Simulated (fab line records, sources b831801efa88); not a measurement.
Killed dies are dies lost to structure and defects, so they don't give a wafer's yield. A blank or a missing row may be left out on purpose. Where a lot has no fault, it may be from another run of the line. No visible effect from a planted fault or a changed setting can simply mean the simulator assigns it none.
Chamber matching ; flow gf180mcu ; 4 sister chambers for GF_V4_CMP_26 on cmp-01
The step polishes, stops on SiO2, t overpolish 15 s, target thk 0 nm. 8 wafers are shown with their chamber, then 8 later ones without.

== EACH WAFER AND ITS CHAMBER ==
wafer;chamber;motorCurrentA (A);timeToEndpointS (s)
L078.5;0;12.1;76
L082.1;3;10.8;80
L083.2;0;11.6;79
L083.4;2;11.9;86
L087.1;3;10.1;79
L087.2;1;10.1;77
L087.5;1;10.1;75
L094.4;2;11.7;90

== WAFERS MISSING THEIR CHAMBER ==
wafer;motorCurrentA (A);timeToEndpointS (s)
L094.5;10.7;75
L094.6;11.5;88
L095.2;10.7;84
L095.3;12.0;81
L095.5;10.7;82
L096.3;12.8;82
L096.4;11.3;84
L096.5;10.6;78

== WHICH CHAMBER EACH WENT THROUGH ==
wafer;from the rows above;in truth
L094.5;can't be placed: 1 or 3 or 0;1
L094.6;2;2
L095.2;can't be placed: 3 or 2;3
L095.3;can't be placed: 0 or 2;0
L095.5;3;3
L096.3;can't be placed: 0 or 2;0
L096.4;can't be placed: 2 or 3 or 0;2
L096.5;can't be placed: 3 or 1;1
Placed correctly: 2 of 8. Can't be placed from these rows: 6 (the true chamber is among the candidates in 6). 0 placed wrongly.
How it was worked out, from the rows above alone: a wafer's distance from a chamber is the root of the sum, over the readings, of the square of ((its reading less the chamber's mean) divided by the reading's scatter). If the next closest chamber is less than 2 further off than the closest, the wafer can't be placed; otherwise it belongs to the closest. A chamber's mean is the mean of its shown wafers. The scatter is the square root of a quotient: the sum, over the shown wafers, of each reading's squared deviation from its chamber's mean, divided by wafers minus chambers.
